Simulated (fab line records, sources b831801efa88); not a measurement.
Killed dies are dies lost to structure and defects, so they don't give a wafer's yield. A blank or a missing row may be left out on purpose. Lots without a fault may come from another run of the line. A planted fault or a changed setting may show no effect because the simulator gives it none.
A struck lot beside a sound one | flow sky130 | 35 steps out of a route of 708
Sound: wafers L598.1, L598.2, L598.6. Struck: wafers L614.2, L614.4, L614.6. The cause comes at the end.
At each step with rows: each side's tool, then ch and its chambers, then its first start. Under that, the readings that differ: sound wafers | struck wafers | difference of the means | sigmas: that difference in standard deviations of wafers without a fault.
alike: readings whose means differ by less than 2 such deviations, and words and numbers that are the same on both sides. not compared: withheld readings, readings that some wafer has no value for, bounds like >300 that may hide the same value, and numbers for which the record gives no deviation and whose values overlap.
The two part at a step that has a row with sigmas, a row that says differs or no value, or rows on one side only. Numbers that don't overlap but have no deviation are shown without sigmas and don't part them. A reading that every wafer of one side lacks parts them only if that side has two wafers or more.

first, 10 steps without rows for these wafers: SKY_METAL2_COAT_09 (resist thk 60 nm); SKY_METAL2_COAT_10 (resist thk 450 nm); SKY_METAL2_SOFTBAKE_11 (time 90 s); SKY_METAL2_EXPOSE_12 (exposes mask MM2, target cd 140 nm); SKY_METAL2_PEB_13; SKY_METAL2_DEVELOP_14 (develop time 60 s); SKY_METAL2_DESCUM_17 (chemistry O2, time 8 s); SKY_METAL2_ETCH_18 (etches BARC in N2/H2, stops on SiO2, time 45.9 s, target depth 60 nm); SKY_METAL2_METAL_ETCH_19 (etches the open film in Cl2/BCl3, stops on SiO2, target depth 360 nm, time 78 s); SKY_METAL2_STRIP_20 (strips in O2/N2).
SKY_METAL2_STRIP_21: strips in post etch residue remover, time 1200 s.
  sound on wet_bench-02 ch 2, day 35 05:23; struck on wet_bench-02 ch 2, day 41 01:29
then, 23 steps without rows for these wafers: SKY_METAL2_CLEAN_22 (cleans in IPA, time 180 s); SKY_METAL2_CLEAN_23 (cleans in O3/DIW); SKY_VIA2_HDPCVD_00 (deposits SiO2, target thk 1180 nm, time 196.7 s); SKY_VIA2_CMP_02 (polishes SiO2); SKY_VIA2_DEHYDRATE_04 (time 60 s); SKY_VIA2_HMDS_05 (prime time 60 s); SKY_VIA2_COAT_06 (resist thk 60 nm); SKY_VIA2_COAT_07 (resist thk 450 nm); SKY_VIA2_SOFTBAKE_08 (time 90 s); SKY_VIA2_EXPOSE_09 (exposes mask VIM2, target cd 200 nm); SKY_VIA2_PEB_10; SKY_VIA2_DEVELOP_11 (develop time 60 s); SKY_VIA2_ETCH_14 (etches BARC in N2/H2, stops on SiO2, time 45.9 s, target depth 60 nm); SKY_VIA2_ETCH_15 (etches SiO2 in C4F8/O2/Ar, stops on TiN, target depth 546 nm, time 84 s); SKY_VIA2_STRIP_16 (strips in O2/N2); SKY_VIA2_STRIP_17 (strips in post etch residue remover, time 1200 s); SKY_VIA2_CLEAN_18 (cleans in IPA, time 180 s); SKY_VIA2_CLEAN_19 (cleans in O3/DIW); SKY_VIA2_SPUTTER_20 (material TiN, target thk 20 nm, time 80 s); SKY_VIA2_CVD_21 (deposits W, target thk 420 nm, time 126.4 s); SKY_VIA2_CMP_24 (polishes, stops on SiO2, t overpolish 20 s, target thk 0 nm); SKY_METAL3_SPUTTER_00 (material Ti, target thk 15 nm, time 10 s); SKY_METAL3_SPUTTER_01 (material TiN, target thk 20 nm, time 16.7 s).
-- the record jumps here: 9 days lie between the struck wafers' starts before and after (it left off in module METAL3 and takes up again in module PAD_OPEN, whose first step shown is number 708 of the route) --
SKY_PAD_OPEN_PROBE_99:
  sound on prober-02, day 45 21:33; struck on prober-01, day 50 07:05
  reading                               | sound               | struck            | difference | sigmas
  defect_limited_yield (%)              | 83.5 85.2 80.9      | 73.6 72.6 75.2    | -9.4       | -5
  killed_at_M0_to_M3                    | 48 35 49            | 88 101 83         | +47        | +6
  killed_dies                           | 81 73 94            | 130 135 122       | +46        | +5
  sort_bin_3_pad_short (%)              | 0.2 0.6 1.8         | 3.3 2.8 3.3       | +2.3       | +5
  sort_bin_5_function (%)               | 11.2 7.9 10.8       | 17.3 16.3 15.4    | +6.4       | +5
  sort_n_pass                           | 411 419 398         | 362 357 370       | -46        | -5
  sort_yield_pct (%)                    | 83.5 85.2 80.9      | 73.6 72.6 75.2    | -9.4       | -5
  model.etest.tester.sort_n_pass        | 411 419 398         | 362 357 370       | -46        |
  model.etest.tester.sort_yield_pct (%) | 83.54 85.16 80.89   | 73.58 72.56 75.2  | -9.42      |
  model.etest.tester.sort_bin_5_pct (%) | 11.18 7.927 10.77   | 17.28 16.26 15.45 | +6.37      |
  model.etest.tester.sort_bin_3_pct (%) | 0.2033 0.6098 1.829 | 3.252 2.846 3.252 | +2.236     |
  alike: killed_at_M4_up, killed_at_contacts, killed_at_front_end, killed_at_other, killed_open, killed_short, sort_bin_6_memory

WHERE THEY PART
Only at SKY_PAD_OPEN_PROBE_99, within this record.

WHY: what the simulator had put in
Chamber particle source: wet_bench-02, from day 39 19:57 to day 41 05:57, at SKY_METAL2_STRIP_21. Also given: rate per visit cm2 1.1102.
